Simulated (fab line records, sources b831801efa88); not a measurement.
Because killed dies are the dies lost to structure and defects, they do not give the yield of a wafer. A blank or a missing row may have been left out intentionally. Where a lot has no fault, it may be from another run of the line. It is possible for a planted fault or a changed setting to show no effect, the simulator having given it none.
A struck lot beside a sound one    flow sky130    34 steps out of a route of 708
Sound: these wafers, L435.4, L435.5, L435.6. Wafers L423.3, L423.5, L423.6 were the ones struck. At the end, the cause is stated.
Each step with rows lists, per side, the tool, then ch with its chambers, then its first start. Under that, the readings that differ: sound wafers    struck wafers    difference of the means    sigmas: that difference in standard deviations of wafers without a fault.
alike: readings whose means differ by less than 2 such deviations, and words and numbers that are the same on both sides. not compared: withheld readings, readings that some wafer has no value for, bounds like >300 that may hide the same value, and numbers for which the record gives no deviation and whose values overlap.
The two part at a step that has a row with sigmas, a row that says differs or no value, or rows on one side only. Numbers that don't overlap but have no deviation are shown without sigmas and don't part them. Lack of a reading on every wafer of one side parts them only where that side has two or more wafers.

first, 9 steps without rows for these wafers: SKY_VIA3_DEHYDRATE_04 (time 60 s); SKY_VIA3_HMDS_05 (prime time 60 s); SKY_VIA3_COAT_06 (resist thk 60 nm); SKY_VIA3_COAT_07 (resist thk 450 nm); SKY_VIA3_SOFTBAKE_08 (time 90 s); SKY_VIA3_EXPOSE_09 (exposes mask VIM3, target cd 200 nm); SKY_VIA3_PEB_10; SKY_VIA3_DEVELOP_11 (develop time 60 s); SKY_VIA3_ETCH_14 (etches BARC in N2/H2, stops on SiO2, time 45.9 s, target depth 60 nm).
SKY_VIA3_ETCH_15: etches SiO2 in C4F8/O2/Ar, stops on TiN, target depth 507 nm, time 78 s.
  sound on rie_diel-04 ch 2,3, day 44 20:45; struck on rie_diel-03 ch 2,3, day 43 15:37
  alike: oes_product_au
  not compared: rf_hours_counter_h
then, 23 steps without rows for these wafers: SKY_VIA3_STRIP_16 (strips in O2/N2); SKY_VIA3_STRIP_17 (strips in post etch residue remover, time 1200 s); SKY_VIA3_CLEAN_18 (cleans in IPA, time 180 s); SKY_VIA3_CLEAN_19 (cleans in O3/DIW); SKY_VIA3_SPUTTER_20 (material TiN, target thk 20 nm, time 80 s); SKY_VIA3_CVD_21 (deposits W, target thk 390 nm, time 117.31 s); SKY_VIA3_CMP_24 (polishes, stops on SiO2, t overpolish 20 s, target thk 0 nm); SKY_METAL4_SPUTTER_00 (material Ti, target thk 15 nm, time 10 s); SKY_METAL4_SPUTTER_01 (material TiN, target thk 20 nm, time 16.7 s); SKY_METAL4_SPUTTER_02 (material AlCu, target thk 735 nm, time 39.1 s); SKY_METAL4_SPUTTER_03 (material Ti, target thk 5 nm, time 3.3 s); SKY_METAL4_SPUTTER_04 (material TiN, target thk 70 nm, time 58.3 s); SKY_CAP2M_CVD_00 (deposits SiO2, target thk 15.5 nm); SKY_CAP2M_SPUTTER_02 (material TiN, target thk 200 nm, time 166.7 s); SKY_CAP2M_DEHYDRATE_05 (time 60 s); SKY_CAP2M_HMDS_06 (prime time 60 s); SKY_CAP2M_COAT_07 (resist thk 1140 nm); SKY_CAP2M_SOFTBAKE_08 (time 60 s); SKY_CAP2M_EXPOSE_09 (exposes mask CAP2M, target cd 1000 nm); SKY_CAP2M_PEB_10; SKY_CAP2M_DEVELOP_11 (develop time 60 s); SKY_CAP2M_METAL_ETCH_13 (etches TiN in Cl2/BCl3, stops on SiO2, target depth 220 nm, time 62.9 s); SKY_CAP2M_STRIP_14 (strips in O2/N2).
-- the record jumps here: 6 days lie between the struck wafers' starts before and after (it left off in module CAP2M and takes up again in module PAD_OPEN, whose first step shown is number 708 of the route) --
SKY_PAD_OPEN_PROBE_99:
  sound: prober-02 at day 50 03:03; struck: prober-01 at day 49 03:43
reading                                sound               struck             difference  sigmas
defect_limited_yield (%)               83.3 79.9 85.0      76.2 76.6 76.6     -6.3        -3
killed_at_M0_to_M3                     40 53 44            79 82 87           +37         +5
killed_dies                            82 99 74            117 115 115        +31         +3
sort_bin_3_pad_short (%)               1.0 1.0 0.4         2.0 2.8 3.0        +1.8        +4
sort_bin_5_function (%)                8.1 10.4 8.1        14.6 14.6 14.4     +5.7        +4
sort_n_pass                            410 393 418         375 377 377        -31         -3
sort_yield_pct (%)                     83.3 79.9 85.0      76.2 76.6 76.6     -6.3        -3
model.etest.tester.sort_n_pass         410 393 418         375 377 377        -31         
model.etest.tester.sort_yield_pct (%)  83.33 79.88 84.96   76.22 76.63 76.63  -6.23       
model.etest.tester.sort_bin_5_pct (%)  8.13 10.37 8.13     14.63 14.63 14.43  +5.69       
model.etest.tester.sort_bin_3_pct (%)  1.016 1.016 0.4065  2.033 2.846 3.049  +1.830      
  alike: killed_at_M4_up, killed_at_contacts, killed_at_front_end, killed_at_other, killed_open, killed_short, sort_bin_6_memory

## WHERE THEY PART
At SKY_PAD_OPEN_PROBE_99 and nowhere else, as far as this record goes.

WHY: the cause the simulator had injected
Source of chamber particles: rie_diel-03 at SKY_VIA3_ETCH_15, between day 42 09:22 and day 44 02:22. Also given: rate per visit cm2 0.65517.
